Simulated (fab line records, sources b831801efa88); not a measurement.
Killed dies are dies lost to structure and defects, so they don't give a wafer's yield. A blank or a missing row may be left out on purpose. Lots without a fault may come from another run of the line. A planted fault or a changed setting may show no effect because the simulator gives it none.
Chamber matching | flow sky130 | SKY_FIELD_ISO_ETCH_17 on rie_si-02: 4 sister chambers
The step etches Si in HBr/Cl2/O2, target depth 342 nm, time 97.7 s. 16 wafers are shown with their chamber, then 8 later ones without.

WAFERS WITH THEIR CHAMBER
wafer  | chamber | drypump_motor_current_A (A) | oes_product_au (a.u.) | throttle_valve_pct (%)
L574.1 | 0       | 6.3                         | 1.006                 | 25.660
L574.5 | 0       | 6.2                         | 1.012                 | 25.646
L574.6 | 3       | 6.0                         | 1.023                 | 25.643
L575.2 | 3       | 6.0                         | 1.012                 | 25.634
L575.5 | 1       | 5.6                         | 0.997                 | 25.663
L575.6 | 0       | 6.2                         | 1.004                 | 25.672
L579.1 | 1       | 5.6                         | 0.988                 | 25.653
L579.2 | 0       | 6.3                         | 1.005                 | 25.660
L579.6 | 3       | 5.9                         | 1.017                 | 25.641
L580.2 | 2       | 5.4                         | 1.003                 | 25.646
L580.4 | 3       | 6.0                         | 1.013                 | 25.655
L580.6 | 0       | 6.3                         | 0.999                 | 25.673
L582.2 | 2       | 5.4                         | 1.008                 | 25.646
L582.4 | 0       | 6.3                         | 1.005                 | 25.665
L582.6 | 2       | 5.4                         | 1.011                 | 25.665
L590.1 | 0       | 6.3                         | 1.007                 | 25.630

SIGNATURES (means of the wafers above)
reading                 | chamber 0 | chamber 1 | chamber 2 | chamber 3 | scatter within a chamber
drypump_motor_current_A | 6.271     | 5.600     | 5.400     | 5.975     | 0.0426
oes_product_au          | 1.00543   | 0.99250   | 1.00733   | 1.01625   | 0.00445
throttle_valve_pct      | 25.65800  | 25.65800  | 25.65233  | 25.64325  | 0.0127
Rule: a wafer's distance from a chamber is the root of the sum, over the readings, of the square of ((its reading less the chamber's mean) divided by the reading's scatter). The wafer belongs to the nearest chamber; if the next one is less than 2 further off, it can't be placed. The scatter: the root of (the sum of the squares of (reading less its chamber's mean) over the shown wafers, divided by (wafers less chambers)).

WAFERS WITHOUT THEIR CHAMBER
wafer  | drypump_motor_current_A (A) | oes_product_au (a.u.) | throttle_valve_pct (%)
L590.3 | 5.5                         | 0.999                 | 25.649
L590.4 | 6.0                         | 1.016                 | 25.641
L592.2 | 6.3                         | 1.002                 | 25.659
L592.4 | 6.0                         | 1.023                 | 25.655
L592.6 | 6.0                         | 1.016                 | 25.632
L595.3 | 5.4                         | 1.009                 | 25.637
L595.4 | 6.3                         | 1.001                 | 25.669
L595.5 | 6.3                         | 1.010                 | 25.654

WHICH CHAMBER EACH WENT THROUGH
wafer  | from the rows above     | in truth
L590.3 | can't be placed: 1 or 2 | 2
L590.4 | 3                       | 3
L592.2 | 0                       | 0
L592.4 | 3                       | 3
L592.6 | 3                       | 3
L595.3 | 2                       | 2
L595.4 | 0                       | 0
L595.5 | 0                       | 0
Placed correctly: 7 of 8. Can't be placed from these rows: 1 (the true chamber is among the candidates in 1). Placed wrongly: 0.
